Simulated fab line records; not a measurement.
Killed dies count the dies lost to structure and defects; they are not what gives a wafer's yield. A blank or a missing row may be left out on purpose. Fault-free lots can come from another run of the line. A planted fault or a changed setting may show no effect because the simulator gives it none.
What tool caused it? | flow gf180mcu | 38 wafers from 13 lots sampled at 6 of the route's 602 steps

== WHAT THE GAUGES SHOWED, per wafer ==
GF_STI_THK_MEAS_24. Usual: STI_CVD_23_THK gives 650 nm (standard deviation 6).
lot  | measured    | on            | STI_CVD_23_THK (nm) | flag
L973 | day 2 04:41 | film metro-02 | 648 649 651         |
L975 | day 2 14:51 | film metro-02 | 659 652 655         |
L976 | day 2 19:20 | film metro-02 | 644 644 648         |
L979 | day 3 14:54 | film metro-02 | 645 643 651         |
L980 | day 3 14:54 | film metro-01 | 652 649 640         |
L981 | day 3 21:18 | film metro-04 | 651 648 652         |
L984 | day 4 12:54 | film metro-04 | 644 642 657         |
L985 | day 4 17:14 | film metro-04 | 649 651 657         |
L986 | day 4 23:57 | film metro-02 | 646 655 650         |
L987 | day 5 03:31 | film metro-01 | 648 734 646         | OFF
L988 | day 5 09:43 | film metro-01 | 648 735             | OFF
L989 | day 5 13:53 | film metro-01 | 655 658 648         |
L994 | day 6 15:52 | film metro-04 | 649 641 738         | OFF

GF_STI_THK_MEAS_30. Usual: STI_OXIDATION_02_THK gives 9.98 nm (standard deviation 0.18).
lot  | measured    | on            | STI_OXIDATION_02_THK (nm) | flag
L973 | day 2 07:02 | film metro-04 | 9.73 9.55 9.66            |
L975 | day 2 17:12 | film metro-02 | 9.66 9.67 9.81            |
L976 | day 2 21:43 | film metro-04 | 10.01 9.98 9.91           |
L979 | day 3 19:00 | film metro-01 | 9.88 9.85 9.71            |
L980 | day 3 19:00 | film metro-04 | 9.87 9.81 9.73            |
L981 | day 3 23:39 | film metro-04 | 10.02 10.00 9.78          |
L984 | day 4 15:59 | film metro-02 | 9.94 9.92 9.88            |
L985 | day 4 21:08 | film metro-02 | 10.15 9.96 9.98           |
L986 | day 5 02:18 | film metro-04 | 9.95 10.05 10.13          |
L987 | day 5 06:55 | film metro-01 | 10.15 10.12 10.14         |
L988 | day 5 13:04 | film metro-02 | 10.06 10.15               |
L989 | day 5 16:14 | film metro-04 | 10.17 10.16 10.13         |
L994 | day 6 18:31 | film metro-04 | 9.73 9.83 9.82            |

GF_SAB_CD_MEAS_09: target cd 420 nm. Usual: 418.9 nm for cd nm, sd 2.1.
lot  | measured     | on        | cd nm (nm)        | flag
L973 | day 15 03:38 | cd sem-01 | 420.2 421.1 421.9 |
L975 | day 16 03:05 | cd sem-01 | 417.3 417.5 419.0 |
L976 | day 16 11:58 | cd sem-01 | 418.9 417.8 417.9 |
L979 | day 18 05:23 | cd sem-02 | 417.3 418.2 417.7 |
L980 | day 18 06:02 | cd sem-02 | 418.6 419.3 417.3 |
L981 | day 18 07:11 | cd sem-02 | 420.0 419.9 420.6 |
L984 | day 19 12:39 | cd sem-02 | 421.9 423.1 420.4 |
L985 | day 19 16:28 | cd sem-02 | 417.9 420.6 418.3 |
L986 | day 20 01:23 | cd sem-02 | 416.5 417.6 418.9 |
L987 | day 20 14:05 | cd sem-02 | 421.9 419.2 421.7 |
L988 | day 20 22:20 | cd sem-02 | 418.1 418.5       |
L989 | day 21 04:35 | cd sem-01 | 414.6 415.0 415.0 |
L994 | day 22 20:29 | cd sem-02 | 421.0 420.1 423.1 |

== WHAT TOOL EACH LOT RAN ON (gives the tool, then ch and the chambers of the sampled wafers, and finally the start) ==
lot  | GF_STI_CVD_23                   | GF_STI_CMP_25                | GF_HV_LDD_STRIP_37
L973 | hdpcvd-02 ch 1,2, day 2 04:35   | cmp-02 ch 0,1,3, day 2 04:49 | plasma asher-02 ch 0,1, day 11 14:53
L975 | hdpcvd-02 ch 0,1,2, day 2 14:46 | cmp-01 ch 1,2,3, day 2 14:56 | plasma asher-01 ch 0,1, day 12 10:24
L976 | hdpcvd-02 ch 0,1,2, day 2 19:16 | cmp-01 ch 0,2, day 2 19:23   | plasma asher-02 ch 0,1, day 12 19:16
L979 | hdpcvd-02 ch 0,1,2, day 3 14:49 | cmp-02 ch 0,2,3, day 3 14:58 | plasma asher-03 ch 0,1, day 14 06:43
L980 | hdpcvd-01 ch 1,2, day 3 14:49   | cmp-01 ch 0,1, day 3 14:59   | plasma asher-02 ch 0,1, day 14 07:27
L981 | hdpcvd-02 ch 0,1,2, day 3 21:12 | cmp-01 ch 0,3, day 3 21:20   | plasma asher-01 ch 0,1, day 14 07:47
L984 | hdpcvd-02 ch 0,1,2, day 4 12:50 | cmp-01 ch 2,3, day 4 12:59   | plasma asher-03 ch 0,1, day 15 13:02
L985 | hdpcvd-01 ch 0,2, day 4 17:08   | cmp-02 ch 0,2,3, day 4 17:20 | plasma asher-03 ch 0,1, day 15 15:54
L986 | hdpcvd-01 ch 0,1,2, day 4 23:52 | cmp-01 ch 0,1,3, day 5 00:01 | plasma asher-03 ch 0,1, day 15 22:39
L987 | hdpcvd-01 ch 0,2, day 5 03:26   | cmp-01 ch 0,1,3, day 5 03:35 | plasma asher-03 ch 0,1, day 16 10:27
L988 | hdpcvd-01 ch 0,2, day 5 09:38   | cmp-01 ch 1,2, day 5 09:56   | plasma asher-03 ch 0,1, day 16 18:55
L989 | hdpcvd-02 ch 0,1, day 5 13:48   | cmp-02 ch 0,1, day 5 13:56   | plasma asher-01 ch 0,1, day 17 01:27
L994 | hdpcvd-01 ch 0,1,2, day 6 15:47 | cmp-02 ch 1,2,3, day 6 15:55 | plasma asher-01 ch 0,1, day 18 16:24
- GF_STI_CVD_23: deposits SiO2, target thk 650 nm, time 108.3 s.
- GF_STI_CMP_25: polishes, stops on Si3N4, t overpolish 33 s, target thk 524.6 nm.
- GF_HV_LDD_STRIP_37: strips in O2/N2.

== AS READ BY THE TOOLS THEMSELVES (means over the sampled wafers that have a number; for cases with no such wafer, the mark the record gives instead) ==
GF_STI_CMP_25. Usual: motor current A 11.7 A, standard deviation 0.87; time to endpoint s 122 s, standard deviation 4.5.
lot  | tool   | motor current A (A) | time to endpoint s (s) | flag
L973 | cmp-02 | 11.1                | 121                    |
L975 | cmp-01 | 11.6                | 124                    |
L976 | cmp-01 | 12.3                | 117                    |
L979 | cmp-02 | 11.3                | 121                    |
L980 | cmp-01 | 12.3                | 123                    |
L981 | cmp-01 | 12.5                | 124                    |
L984 | cmp-01 | 11.9                | 114                    |
L985 | cmp-02 | 11.3                | 128                    |
L986 | cmp-01 | 12.1                | 117                    |
L987 | cmp-01 | 11.9                | 125                    |
L988 | cmp-01 | 11.4                | 127                    |
L989 | cmp-02 | 11.4                | 128                    |
L994 | cmp-02 | 11.2                | 130                    |

GF_HV_LDD_STRIP_37. Usual: drypump motor current A 5.7 A, standard deviation 0.37; heater power w 348 W, standard deviation 48; oes product au 0.716 a.u., standard deviation 0.0048; platen temp c 249.99 C, standard deviation 0.16; strip time to endpoint s 12.64 s, standard deviation 0.044.
lot  | tool            | drypump motor current A (A) | heater power w (W) | oes product au (a.u.) | platen temp c (C) | strip time to endpoint s (s) | flag
L973 | plasma asher-02 | 5.3                         | 394                | 0.720                 | 250.16            | 12.61                        |
L975 | plasma asher-01 | 5.9                         | 342                | 0.709                 | 250.08            | 12.55                        |
L976 | plasma asher-02 | 5.3                         | 399                | 0.722                 | 250.16            | 12.63                        |
L979 | plasma asher-03 | 5.8                         | 339                | 0.717                 | 249.88            | 12.67                        |
L980 | plasma asher-02 | 5.5                         | 411                | 0.720                 | 250.03            | 12.67                        |
L981 | plasma asher-01 | 5.9                         | 346                | 0.715                 | 249.99            | 12.65                        |
L984 | plasma asher-03 | 5.8                         | 358                | 0.713                 | 249.90            | 12.62                        |
L985 | plasma asher-03 | 5.9                         | 338                | 0.717                 | 249.98            | 12.73                        |
L986 | plasma asher-03 | 5.8                         | 335                | 0.714                 | 250.02            | 12.64                        |
L987 | plasma asher-03 | 5.8                         | 357                | 0.715                 | 249.97            | 12.68                        |
L988 | plasma asher-03 | 5.8                         | 348                | 0.716                 | 249.99            | 12.63                        |
L989 | plasma asher-01 | 5.6                         | 313                | 0.716                 | 250.02            | 12.58                        |
L994 | plasma asher-01 | 5.9                         | 342                | 0.717                 | 250.12            | 12.61                        |

== THE ANSWER, worked out from the rows above alone ==
Rule: lot off if the mean of its wafers having a number is beyond 3 standard deviations from the usual mean. A lot without any number at a reading at which 4 lots or more have one is off too. The other lots that the step has rows for count as sound. After the gauges, taken in route order, come the tools' own readings; for these a lot's mean is taken, as printed above. At the first step where some lot is off, the reading lying furthest off is the one used; lots without a number count as furthest.
Off: at GF_STI_THK_MEAS_24 (STI_CVD_23_THK), L987, L988, L994.
A tool fits if, at a process step before that reading, it ran every lot that is off, and no sound lot after the first of them. Gauges at GF_STI_THK_MEAS_24: tried the same way as those tools. One fits: GF_STI_CVD_23 on hdpcvd-01. A fault onset in the window from L986 (day 4 23:52, its last sound lot) to L987 (day 5 03:26, its first lot off) fits.

== WHAT WAS PUT IN BY THE SIMULATOR ==
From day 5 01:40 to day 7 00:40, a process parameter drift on hdpcvd-01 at GF_STI_CVD_23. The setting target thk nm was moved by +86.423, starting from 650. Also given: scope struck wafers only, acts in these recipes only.
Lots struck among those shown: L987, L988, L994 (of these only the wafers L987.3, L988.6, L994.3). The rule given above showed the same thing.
